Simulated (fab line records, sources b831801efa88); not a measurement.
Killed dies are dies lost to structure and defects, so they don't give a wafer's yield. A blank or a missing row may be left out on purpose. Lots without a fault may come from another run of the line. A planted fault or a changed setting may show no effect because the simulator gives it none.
Problem report in the 8D (eight disciplines) form, filled by code | flow gf180mcu | the parts of the form that need people (team, actions taken, sign-off) are left out

1. THE PROBLEM
STI_OXIDATION_02_THK at GF_STI_THK_MEAS_30 reads a mean of 11.48 nm on 6 wafers of 2 lots; wafers without a fault read 10.06 nm with a standard deviation of 0.16. That is +8.9 standard deviations from the usual mean.
First seen on wafer L496.4, day 6 07:37, on film_metro-02. The record holds 39 wafers of 13 lots with a number at this step. Rule for "out", or "out of limits": more than 4 standard deviations from the usual mean. The other wafers with a number count as sound.

2. WHAT IT IS AND WHAT IT IS NOT
question                    | is                     | is not
which readings at this step | STI_OXIDATION_02_THK   | -
which lots                  | L496, L499             | L478, L480, L481, L482, L483, L484, L485, L486, L488, L489, L491
which wafers of those lots  | all that have a number | -
read on which gauges        | film_metro-02          | film_metro-01, film_metro-04
when                        | from day 6 07:37       | up to then (33 sound wafers)

3. SUSPECTS, AND WHAT RULES EACH OUT
Counting: a tool at a process step up to the reading stays a suspect if it ran every lot that is out and no sound lot after the first of them.
- the gauge at GF_STI_THK_MEAS_30: kept. All the wafers that are out were read on film_metro-02, and no step on other tools shows them out.
- furnace-01 at GF_STI_OXIDATION_29 (stabilise 600 s, purge 300 s, target thk 10 nm): kept. It ran every lot that is out, first L496 (day 6 06:11), and no sound lot after that; its last sound lot up to then is L491 (day 5 06:03).
Left after counting: furnace-01 at GF_STI_OXIDATION_29, film_metro-02 at GF_STI_THK_MEAS_30.

4. THE CAUSE (what the simulator had put in)
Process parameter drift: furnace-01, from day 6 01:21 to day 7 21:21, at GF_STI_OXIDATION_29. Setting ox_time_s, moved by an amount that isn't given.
Counting left 2 suspects, and this tool is among them.

5. THE CHAIN OF EFFECTS, in route order
Each row: a reading whose mean over the struck wafers that have a number lies more than 3 standard deviations from the usual. Only readings for which the record gives a usual standard deviation are gone through. hours: the time from each lot's start at the first step in this table that gives one to its start at this step, as a median over the lots. sigmas: the change in usual standard deviations.
hours | step               | reading              | usual    | on struck wafers | change | sigmas
0     | GF_STI_THK_MEAS_30 | STI_OXIDATION_02_THK | 10.06 nm | 11.48            | +1.42  | +8.9
Later measuring or inspecting steps at which every struck wafer that the step has a row for has a number for every such reading, and none has moved that far: GF_HV_LDD_OVL_MEAS_32, GF_HV_LDD_THK_MEAS_55.

6. WHAT WOULD HAVE CAUGHT IT SOONER
In this record the first reading out of limits at a measuring or inspecting step was taken at day 6 07:37, 6 hours after the fault began at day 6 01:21.
Of the tool readings at GF_STI_OXIDATION_29 for which the record gives a usual standard deviation, none was out on any struck wafer, so an alarm limit of 4 standard deviations on them would not have fired.
Of the lots that are out (2), L499 began GF_STI_OXIDATION_29 on furnace-01 after day 6 07:37. A hold on the tool at that time would have spared it.
